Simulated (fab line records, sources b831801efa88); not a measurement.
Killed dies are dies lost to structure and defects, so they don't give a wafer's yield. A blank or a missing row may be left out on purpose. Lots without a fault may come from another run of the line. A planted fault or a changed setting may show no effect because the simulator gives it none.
fab line records | flow sky130
record lots=6 wafers=18 last_day=50
route steps=708 shown CAPM@554 METAL3@555 PAD_OPEN@708
lots that met no fault: from a run of the same line without faults
start_h: hours from the record's first day to the start of the lot's first wafer shown | wait_h: hours since the lot's step before | " the same as in the row above | L1.1+2: a row that stands for several wafers | - no value, or no start given | * or withheld: withheld | < > ~ a bound
route shown NAME@n: a module of which the file shows steps, and the number in the route of the first | usual: mean/standard deviation of fault-free wafers | same: alike in all rows | chamber/n: place in a boat | sites: the reading at each site | _std_site: their standard deviation | _edge_site: outer sites' mean less inner sites' | radius_mm: how far each site lies from the wafer's centre | mask NAME#n: copy n | behind: the tool/chamber that last shaped the wafer | hold: why the lot was held/for how many hours/how that ended | device: the transistor (n, p or np) that didn't switch | end of line: the same wafers' tests at the end of the route | a step without rows: its recipe alone | killed: dies lost to structure and defects at the first sort, not the wafer's yield | map: a wafer's dies, x killed, . not, _ none there
set.NAME: the setting as run; set.NAME@STEP: as run at that earlier step | model.NAME: the simulator's own value behind a step, which no gauge read
lots at some steps of the route; a table a step, a row a wafer
services: from which hour (start_h, from the record's first day; less than 0 if before it) a tool's chamber was out of use, for how many hours, and why
## steps
# step SKY_CAPM_CLEAN_17
# recipe chemistry=O3/DIW dry=n2_spin
# step SKY_METAL3_DEHYDRATE_05
# recipe temp_c=200 time_s=60
# step SKY_METAL3_HMDS_06
# recipe prime_time_s=60 prime_temp_c=120
# step SKY_METAL3_COAT_07
# recipe resist=BARC temp_c=withheld time_s=withheld spin_rpm=3000 resist_thk_nm=60
# step SKY_METAL3_COAT_08
# recipe resist=KrF-thick spin_rpm=3000 resist_thk_nm=1140
# step SKY_METAL3_SOFTBAKE_09
# recipe temp_c=100 time_s=90 resist=KrF-thick
# step SKY_METAL3_EXPOSE_10
# recipe mask_id=MM3 na=0.68 source_shape=annular sigma_inner=0.4 sigma_outer=0.8 target_cd_nm=300 dose_mj=28
# step SKY_METAL3_PEB_11
# recipe peb_temp_c=withheld peb_time_s=withheld resist=KrF-thick
# step SKY_METAL3_DEVELOP_12
# recipe develop_time_s=60 resist=KrF-thick dev_temp_c=21
# step SKY_METAL3_CD_MEAS_13
# recipe target_cd_nm=300
# usual cd_nm=299.8/1.5
# columns lot.wafer tool chamber start_h wait_h cd_nm
L990.3 cd_sem-02 - 926.36 - 299.2
L990.5 " - " " 299.6
L990.6 " - " " 299.1
L995.1 cd_sem-02 - 960.62 - 300.0
L995.3 " - " " 300.7
L995.4 " - " " 298.6
L103.1 cd_sem-01 - 1017.02 - 297.5
L103.5 " - " " 299.3
L103.6 " - " " 298.9
L104.1 cd_sem-02 - 1020.42 - 298.9
L104.2 " - " " 297.5
L104.4 " - " " 300.5
L109.4 cd_sem-01 - 1044.93 - 299.3
L109.5 " - " " 300.7
L109.6 " - " " 299.7
L111.1 cd_sem-01 - 1058.22 - 300.8
L111.2 " - " " 302.0
L111.6 " - " " 301.3
# step SKY_METAL3_OVL_MEAS_14
# usual METAL3_OVL=1/5
# columns lot.wafer tool chamber start_h wait_h METAL3_OVL[nm]
L990.3 overlay-02 - 926.45 0.1 7
L990.5 " - " " 3
L990.6 " - " " -3
L995.1 overlay-02 - 960.74 0.1 1
L995.3 " - " " -3
L995.4 " - " " 8
L103.1 overlay-01 - 1017.14 0.1 1
L103.5 " - " " 6
L103.6 " - " " 8
L104.1 overlay-01 - 1020.54 0.1 7
L104.2 " - " " 3
L104.4 " - " " 2
L109.4 overlay-02 - 1045.01 0.1 -8
L109.5 " - " " -1
L109.6 " - " " -9
L111.1 overlay-02 - 1058.34 0.1 2
L111.2 " - " " -4
L111.6 " - " " -6
# step SKY_METAL3_DESCUM_15
# recipe chemistry=O2 source_power_w=150 bias_power_w=0 pressure_mtorr=10 temp_c=40 time_s=8
# usual drypump_motor_current_A=5.3/0.36 oes_product_au=0.999/0.0091 temp_c=39.98/0.11
# columns lot.wafer tool chamber start_h wait_h drypump_motor_current_A oes_product_au rf_hours_counter_h temp_c
L990.3 rie_metal-01 0 926.48 0.0 5.4 1.008 - 39.82
L990.5 " 0 " " 5.4 1.013 - 39.72
L990.6 " 1 " " 5.2 0.996 - 39.97
L995.1 rie_metal-04 0 960.77 0.0 5.6 0.994 20 40.01
L995.3 " 1 " " 4.9 0.998 - 40.14
L995.4 " 0 " " 5.6 0.997 - 39.90
L103.1 rie_metal-04 0 1017.17 0.0 5.6 1.002 23 39.94
L103.5 " 1 " " 4.9 1.002 - 39.93
L103.6 " 0 " " 5.6 1.001 - 39.98
L104.1 rie_metal-04 0 1020.57 0.0 5.6 1.008 23 39.78
L104.2 " 1 " " 4.9 0.991 18 40.19
L104.4 " 0 " " 5.6 0.998 - 39.93
L109.4 rie_metal-03 1 1045.03 0.0 6.0 1.002 - 39.98
L109.5 " 1 " " 6.0 0.994 - 40.08
L109.6 " 0 " " 5.1 0.989 - 40.04
L111.1 rie_metal-03 0 1058.37 0.0 5.1 0.990 21 40.23
L111.2 " 1 " " 6.0 0.996 8 40.21
L111.6 " 0 " " 5.2 0.995 - 40.07
# step SKY_METAL3_ETCH_16
# recipe chemistry=N2/H2 target=BARC ion_energy_ev=200 bias_w=100 pressure_mtorr=30 n2_flow_sccm=100 h2_flow_sccm=200 icp_w=500 stop_on=SiO2 time_s=88.2 target_depth_a=600
# usual drypump_motor_current_A=5.4/0.36 h2_flow_sccm=200.0/0.6 oes_product_au=0.626/0.0049 run_length_s=116.7/1 throttle_valve_pct=13.205/0.0092
# columns lot.wafer tool chamber start_h wait_h drypump_motor_current_A h2_flow_sccm oes_product_au rf_hours_counter_h run_length_s throttle_valve_pct model.KrF-thick_of_METAL3_COAT_08.thk_nm model.METAL3.cd_nm
L990.3 rie_metal-01 0 926.54 0.0 5.4 199.7 0.626 - 116.5 13.197 1073 300.6
L990.5 " 0 " " 5.4 199.2 0.624 - 117.2 13.203 1071 300.7
L990.6 " 1 " " 5.2 200.7 0.629 - 116.6 13.197 1071 302.6
L995.1 rie_metal-04 0 960.80 0.0 5.6 200.2 0.624 20 116.5 13.197 1077 299.8
L995.3 " 1 " " 5.0 199.9 0.618 - 115.9 13.219 1078 301
L995.4 " 0 " " 5.6 199.2 0.623 - 116.4 13.204 1078 299.4
L103.1 rie_metal-04 0 1017.20 0.0 5.6 201.1 0.813 23 92.2 13.216 1084 300.9
L103.5 " 1 " " 4.9 200.0 0.629 - 115.9 13.203 1074 296.5
L103.6 " 0 " " 5.6 200.3 0.808 - 91.9 13.233 1084 302.9
L104.1 rie_metal-04 0 1020.60 0.0 5.6 200.7 0.811 23 92.1 13.216 1091 303
L104.2 " 1 " " 4.9 200.3 0.625 18 116.3 13.216 1079 296
L104.4 " 0 " " 5.6 200.7 0.807 - 91.9 13.224 1097 304.4
L109.4 rie_metal-03 1 1045.09 0.0 6.0 200.3 0.620 - 116.5 13.204 1072 299.8
L109.5 " 1 " " 6.0 198.8 0.623 - 116.7 13.198 1070 300.4
L109.6 " 0 " " 5.1 200.1 0.626 - 116.1 13.213 1069 299
L111.1 rie_metal-03 0 1058.41 0.0 5.2 199.5 0.629 21 118.8 13.201 1076 299.2
L111.2 " 1 " " 6.0 200.8 0.630 8 119.9 13.217 1077 301.1
L111.6 " 0 " " 5.1 200.5 0.615 - 119.0 13.208 1074 301.2
# step SKY_METAL3_ETCH_17
# recipe target=SiO2 stop_on=TiN chemistry=C4F8/O2/Ar source_w=1500 bias_w=1200 pressure_mtorr=40 c4f8_flow_sccm=withheld O2_flow_sccm=6 Ar_flow_sccm=300 time_s=3.9 target_depth_a=150
# usual oes_product_au=0.754/0.0073
# columns lot.wafer tool chamber start_h wait_h oes_product_au rf_hours_counter_h model.METAL3.cd_nm
L990.3 rie_diel-04 3 926.60 0.0 0.757 21 300.6
L990.5 " 0 " " 0.757 - 300.6
L990.6 " 1 " " 0.757 - 302.5
L995.1 rie_diel-04 0 960.90 0.1 0.743 23 299.8
L995.3 " 1 " " 0.747 13 301.1
L995.4 " 3 " " 0.751 22 299.5
L103.1 rie_diel-04 2 1017.30 0.1 0.751 30 300.9
L103.5 " 2 " " 0.775 - 296.5
L103.6 " 1 " " 0.759 - 303
L104.1 rie_diel-03 1 1020.70 0.1 0.753 19 303
L104.2 " 2 " " 0.758 13 296
L104.4 " 3 " " 0.754 20 304.4
L109.4 rie_diel-01 2 1045.16 0.0 0.755 - 299.7
L109.5 " 0 " " 0.773 - 300.6
L109.6 " 1 " " 0.760 - 299
L111.1 rie_diel-01 1 1058.55 0.1 0.755 9 299.2
L111.2 " 2 " " 0.736 12 301
L111.6 " 1 " " 0.758 - 301.2
# step SKY_METAL3_METAL_ETCH_18
# recipe target_depth_a=8450 stop_on=SiO2 over_etch_frac=0.3 time_s=183.1 chemistry=Cl2/BCl3 resist_sidewall_deg=88 pressure_mtorr=10 icp_w=900 bias_w=48.5 Cl2_flow_sccm=60 bcl3_flow_sccm=30
# usual drypump_motor_current_A=5.3/0.32 oes_product_au=0.865/0.0056 run_length_s=211.3/0.4 throttle_valve_pct=22.264/0.0098
# columns lot.wafer tool chamber start_h wait_h drypump_motor_current_A oes_product_au rf_hours_counter_h run_length_s throttle_valve_pct model.KrF-thick_of_METAL3_COAT_08.thk_nm
L990.3 rie_metal-03 0 926.68 0.1 5.2 0.868 - 210.7 22.258 541.1
L990.5 " 0 " " 5.2 0.862 - 211.1 22.259 532.4
L990.6 " 1 " " 6.0 0.866 - 211.2 22.250 528.7
L995.1 rie_metal-01 0 960.92 0.0 5.4 0.867 11 211.8 22.256 521.3
L995.3 " 1 " " 5.2 0.870 - 211.7 22.254 536.5
L995.4 " 0 " " 5.4 0.872 - 211.7 22.256 521.2
L103.1 rie_metal-01 1 1017.32 0.0 5.2 0.871 19 211.6 22.269 539
L103.5 " 0 " " 5.4 0.868 - 211.6 22.249 518.4
L103.6 " 1 " " 5.2 0.880 - 211.9 22.259 539.9
L104.1 rie_metal-01 1 1020.72 0.0 5.2 0.863 19 211.7 22.259 546.1
L104.2 " 0 " " 5.4 0.864 15 211.4 22.251 524.8
L104.4 " 1 " " 5.2 0.867 - 211.6 22.264 554.4
L109.4 rie_metal-04 1 1045.35 0.2 4.9 0.871 - 210.9 22.282 515.2
L109.5 " 1 " " 4.9 0.870 - 210.9 22.265 513.3
L109.6 " 1 " " 4.9 0.865 - 211.5 22.265 510
L111.1 rie_metal-04 1 1058.56 0.0 5.0 0.866 22 210.9 22.261 522.6
L111.2 " 0 " " 5.6 0.855 0 211.1 22.258 527
L111.6 " 0 " " 5.6 0.866 - 211.2 22.255 527.1
# step SKY_METAL3_STRIP_19
# recipe chemistry=O2/N2 power_w=1400 pressure_mtorr=1500 platen_temp_c=withheld o2_flow_sccm=3000 n2_flow_sccm=300 overash_fraction=0.5
# usual drypump_motor_current_A=5.7/0.48 o2_flow_sccm=3001/9.5 oes_product_au=0.503/0.0056 strip_time_to_endpoint_s=6.54/0.088
# columns lot.wafer tool chamber start_h wait_h drypump_motor_current_A o2_flow_sccm oes_product_au rf_hours_counter_h strip_time_to_endpoint_s
L990.3 plasma_asher-04 1 926.83 0.1 5.7 2999 0.509 - 6.68
L990.5 " 1 " " 5.7 2998 0.502 - 6.58
L990.6 " 0 " " 5.0 3006 0.491 - 6.56
L995.1 plasma_asher-04 0 961.10 0.1 5.1 2982 0.503 112 6.47
L995.3 " 0 " " 5.1 2978 0.503 - 6.62
L995.4 " 1 " " 5.6 3010 0.503 - 6.47
L103.1 plasma_asher-01 1 1017.50 0.1 6.5 3015 0.506 87 6.66
L103.5 " 0 " " 5.3 2993 0.497 - 6.46
L103.6 " 1 " " 6.5 3012 0.511 - 6.66
L104.1 plasma_asher-02 1 1020.90 0.1 6.0 3003 0.511 26 6.72
L104.2 " 0 " " 5.4 3010 0.508 26 6.51
L104.4 " 0 " " 5.4 3000 0.511 - 6.82
L109.4 plasma_asher-04 1 1045.56 0.2 5.6 2988 0.494 - 6.42
L109.5 " 1 " " 5.7 3004 0.497 - 6.39
L109.6 " 0 " " 5.0 2981 0.492 - 6.37
L111.1 plasma_asher-02 1 1058.74 0.1 6.0 3024 0.497 30 6.49
L111.2 " 0 " " 5.4 3000 0.500 30 6.53
L111.6 " 1 " " 6.0 3012 0.505 - 6.52
# step SKY_PAD_OPEN_PROBE_99
# usual defect_limited_yield=82.5/1.9 killed_at_M0_to_M3=42/7.2 killed_at_M4_up=3.5/1.8 killed_at_contacts=25/5.7 killed_at_front_end=16/4.6 killed_at_other=0.2/0.41 killed_dies=86/9.3 killed_open=47/6.3 killed_short=39/5.9 sort_bin_3_pad_short=0.9/0.44 sort_bin_5_function=10.3/1.5 sort_bin_6_memory=6.3/1 sort_n_pass=406/9.3 sort_yield_pct=82.5/1.9
# same gross_dies=492 killed_at_back_side=0 sort_bin_4_leakage[%]=0 sort_bin_8_speed[%]=0
# columns lot.wafer tool chamber start_h wait_h defect_limited_yield[%] killed_at_M0_to_M3 killed_at_M4_up killed_at_contacts killed_at_front_end killed_at_other killed_dies killed_open killed_short sort_bin_3_pad_short[%] sort_bin_5_function[%] sort_bin_6_memory[%] sort_n_pass sort_yield_pct[%]
L995.1 prober-02 - 1125.62 0.1 82.9 43 5 23 12 1 84 49 35 0.6 10.0 6.5 408 82.9
L995.3 prober-02 - 1125.72 0.2 81.3 38 0 35 19 0 92 51 41 0.8 10.8 7.1 400 81.3
L995.4 prober-02 - 1125.77 0.2 83.1 33 2 28 20 0 83 50 33 0.4 11.0 5.5 409 83.1
L104.1 prober-01 - 1171.65 0.1 80.7 45 3 34 13 0 95 52 43 0.8 12.6 5.9 397 80.7
L104.2 prober-01 - 1171.70 0.1 81.7 45 5 25 15 0 90 43 47 0.6 11.6 6.1 402 81.7
L104.4 prober-01 - 1171.80 0.2 82.5 38 5 30 13 0 86 49 37 0.8 11.0 5.7 406 82.5
L111.1 prober-02 - 1200.62 0.1 87.4 29 3 19 11 0 62 38 24 0.4 7.5 4.7 430 87.4
L111.2 prober-02 - 1200.67 0.1 85.4 28 4 26 14 0 72 42 30 0.4 9.1 5.1 420 85.4
L111.6 prober-02 - 1200.87 0.2 87.8 18 4 22 16 0 60 34 26 0.4 7.1 4.7 432 87.8
# killed by level:class
L995.1 VIA1:geometric_particle:open=12 CONTACT:geometric_particle:open=9 VIA3:geometric_particle:open=7 VIA2:geometric_particle:open=5 CONTACT:geometric_particle:short=5 LOCAL_INTERCONNECT:geometric_particle:short=4 METAL1:geometric_particle:short=4 METAL4:geometric_particle:short=4
L995.3 CONTACT:geometric_particle:open=19 VIA1:geometric_particle:open=9 FIELD_ISO:geometric_particle:short=8 LI_CONTACT:geometric_particle:short=6 VIA3:geometric_particle:open=5 LI_CONTACT:geometric_particle:open=5 METAL2:geometric_particle:short=5 VIA2:geometric_particle:open=5
L995.4 CONTACT:geometric_particle:open=17 VIA1:geometric_particle:open=13 POLY_GATE:geometric_particle:short=9 LI_CONTACT:geometric_particle:open=6 VIA1:geometric_particle:short=4 POLY_GATE:geometric_particle:open=3 CONTACT:geometric_particle:short=3 METAL1:geometric_particle:short=3
L104.1 CONTACT:geometric_particle:open=14 VIA1:geometric_particle:open=13 LI_CONTACT:geometric_particle:open=7 VIA1:geometric_particle:short=7 VIA2:geometric_particle:open=7 CONTACT:geometric_particle:short=6 METAL2:geometric_particle:short=6 FIELD_ISO:geometric_particle:short=4
L104.2 VIA2:geometric_particle:open=8 VIA3:geometric_particle:open=7 VIA1:geometric_particle:open=7 LI_CONTACT:geometric_particle:short=6 LI_CONTACT:geometric_particle:open=6 CONTACT:geometric_particle:open=6 VIA1:geometric_particle:short=6 VIA3:geometric_particle:short=6
L104.4 LI_CONTACT:geometric_particle:open=10 CONTACT:geometric_particle:open=9 VIA3:geometric_particle:open=7 VIA3:geometric_particle:short=7 VIA1:geometric_particle:open=6 VIA2:geometric_particle:open=6 POLY_GATE:geometric_particle:open=5 POLY_GATE:geometric_particle:short=4
L111.1 VIA1:geometric_particle:open=8 LI_CONTACT:geometric_particle:open=7 CONTACT:geometric_particle:open=5 VIA3:geometric_particle:open=5 FIELD_ISO:geometric_particle:open=4 POLY_GATE:geometric_particle:open=4 LI_CONTACT:geometric_particle:short=4 VIA2:geometric_particle:open=4
L111.2 VIA2:geometric_particle:open=9 LI_CONTACT:geometric_particle:open=8 CONTACT:geometric_particle:short=8 VIA1:geometric_particle:open=8 CONTACT:geometric_particle:open=7 POLY_GATE:geometric_particle:short=6 METAL1:geometric_particle:short=5 FIELD_ISO:geometric_particle:short=4
L111.6 VIA3:geometric_particle:open=7 LI_CONTACT:geometric_particle:open=6 CONTACT:geometric_particle:open=6 FIELD_ISO:geometric_particle:open=4 POLY_GATE:geometric_particle:short=4 LOCAL_INTERCONNECT:geometric_particle:short=4 METAL4:geometric_particle:short=4 LI_CONTACT:geometric_particle:short=3
## services
# columns tool chamber start_h hours kind
plasma_asher-01 - 927.34 2.8 pm
rie_metal-04 - 937.24 2.8 pm
plasma_asher-01 - 943.35 0.6 repair
plasma_asher-02 - 946.99 15.2 repair
plasma_asher-02 - 956.72 0.5 repair
plasma_asher-02 - 978.00 1.7 repair
rie_metal-03 0 982.63 2.7 repair
rie_metal-03 1 984.74 4.0 repair
rie_diel-03 1 1001.77 13.3 repair
rie_diel-01 0 1015.19 13.5 repair
plasma_asher-04 - 1015.52 3.1 repair
rie_diel-04 0 1021.34 11.6 repair
rie_metal-04 0 1030.98 - clean
rie_metal-04 0 1030.98 21.6 scheduled_down
rie_metal-04 0 1030.98 21.6 vent_cycle
rie_diel-04 2 1032.90 - clean
rie_diel-04 2 1032.90 29.4 scheduled_down
rie_diel-04 2 1032.90 29.4 vent_cycle
rie_metal-01 0 1033.46 1.9 repair
rie_metal-01 0 1042.65 16.9 repair
rie_metal-01 1 1048.55 8.3 repair
plasma_asher-04 - 1055.25 9.0 pm
plasma_asher-04 0 1055.25 9.0 vent_cycle
plasma_asher-04 1 1055.25 9.0 vent_cycle
## key
first_sign step=SKY_METAL3_ETCH_16 reading=oes_product_au direction=up sigmas=38 usual=0.626 struck=0.810
effect step=SKY_METAL3_ETCH_16 reading=run_length_s direction=down sigmas=24 usual=* struck=*
model_effect step=SKY_METAL3_ETCH_16 value=KrF-thick_of_METAL3_COAT_08.thk_nm without=1076 struck=1089
model_effect step=SKY_METAL3_ETCH_17 value=METAL3.cd_nm without=298.3 struck=302.8
model_effect step=SKY_METAL3_METAL_ETCH_18 value=KrF-thick_of_METAL3_COAT_08.thk_nm without=531 struck=544.8
met_at SKY_METAL3_ETCH_16
struck_wafers L103.1,L103.6,L104.1,L104.4
onset_between 960.80 1017.20
fault kind=process_parameter_drift tool=rie_metal-04 chamber=0 onset_h=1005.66 steps=SKY_METAL3_ETCH_16 channel=time_s offset=* shape=step end_h=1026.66 acts_in=* stated=*
